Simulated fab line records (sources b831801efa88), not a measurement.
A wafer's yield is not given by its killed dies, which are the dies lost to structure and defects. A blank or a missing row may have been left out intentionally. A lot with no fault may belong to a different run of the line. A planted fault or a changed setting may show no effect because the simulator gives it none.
Which of the tools did it? / flow sky130 / 33 wafers from 11 lots sampled at 2 of the route's 708 steps

WHAT EACH GAUGE READ, for each wafer
SKY_SD_N_TW_MEAS_12. Usual: SD_N_TW 3970, standard deviation 32.
lot=L607; measured=day 27 05:47; on=filmMetro-03; SD_N_TW=3947 3981 3967; flag=
lot=L608; measured=day 27 21:44; on=filmMetro-03; SD_N_TW=3975 3968 3972; flag=
lot=L609; measured=day 28 07:35; on=filmMetro-04; SD_N_TW=4005 4006 4008; flag=
lot=L610; measured=day 28 21:40; on=filmMetro-03; SD_N_TW=3976 3988 3981; flag=
lot=L612; measured=day 29 09:16; on=filmMetro-02; SD_N_TW=3979 3973 3971; flag=
lot=L619; measured=day 32 00:31; on=filmMetro-03; SD_N_TW=3965 3962 3957; flag=
lot=L620; measured=day 32 06:26; on=filmMetro-03; SD_N_TW=3937 3950 3928; flag=
lot=L624; measured=day 33 12:46; on=filmMetro-03; SD_N_TW=3963 3970 3952; flag=
lot=L628; measured=day 34 20:47; on=filmMetro-02; SD_N_TW=3971 3977 3976; flag=
lot=L629; measured=day 35 07:23; on=filmMetro-04; SD_N_TW=4024 4014 4007; flag=
lot=L630; measured=day 35 10:56; on=filmMetro-03; SD_N_TW=3991 3955 3985; flag=

SKY_SD_N_RS_MEAS_18: measures by four-point-probe. Usual: RES_XHIGH_RS 333.0 ohm/sq, standard deviation 1.3.
lot=L607; measured=day 27 06:20; on=filmMetro-03; RES_XHIGH_RS (ohm/sq)=334.2 333.3 335.9; flag=
lot=L608; measured=day 27 22:16; on=filmMetro-02; RES_XHIGH_RS (ohm/sq)=331.9 332.4 332.6; flag=
lot=L609; measured=day 28 08:08; on=filmMetro-03; RES_XHIGH_RS (ohm/sq)=332.6 332.3 332.6; flag=
lot=L610; measured=day 28 22:11; on=filmMetro-04; RES_XHIGH_RS (ohm/sq)=331.2 333.0 332.8; flag=
lot=L612; measured=day 29 09:47; on=filmMetro-04; RES_XHIGH_RS (ohm/sq)=332.8 333.8 333.2; flag=
lot=L619; measured=day 32 01:04; on=filmMetro-03; RES_XHIGH_RS (ohm/sq)=332.3 332.1 332.5; flag=
lot=L620; measured=day 32 06:59; on=filmMetro-04; RES_XHIGH_RS (ohm/sq)=333.5 334.0 333.2; flag=
lot=L624; measured=day 33 13:17; on=filmMetro-03; RES_XHIGH_RS (ohm/sq)=331.7 332.0 332.2; flag=
lot=L628; measured=day 34 21:20; on=filmMetro-04; RES_XHIGH_RS (ohm/sq)=331.9 331.2 332.6; flag=
lot=L629; measured=day 35 07:56; on=filmMetro-03; RES_XHIGH_RS (ohm/sq)=334.4 334.1 333.1; flag=
lot=L630; measured=day 35 11:28; on=filmMetro-03; RES_XHIGH_RS (ohm/sq)=333.0 333.1 331.9; flag=

WHICH TOOL RAN EACH LOT (tool, then ch and the chambers of the sampled wafers, then the start)
There is no process step in the record ahead of these readings.

AS READ BY THE TOOLS THEMSELVES (means over the sampled wafers that have a number; for cases with no such wafer, the mark the record gives instead)
The record holds no such reading with a usual standard deviation.

THE ANSWER, worked out from the rows above alone
Rule: lot off if the mean of its wafers having a number is beyond 3 standard deviations from the usual mean. A lot without any number at a reading at which 4 lots or more have one is off too. All remaining lots with rows at the step are treated as sound. Order of review: gauges by route order, followed by the tools' own readings, for which a lot's mean as printed above is used. At the first step where some lot is off, the reading lying furthest off is the one used; lots without a number count as furthest.
No lot is off at any reading shown: from this, nothing can be told.

WHAT HAD BEEN PUT IN BY THE SIMULATOR
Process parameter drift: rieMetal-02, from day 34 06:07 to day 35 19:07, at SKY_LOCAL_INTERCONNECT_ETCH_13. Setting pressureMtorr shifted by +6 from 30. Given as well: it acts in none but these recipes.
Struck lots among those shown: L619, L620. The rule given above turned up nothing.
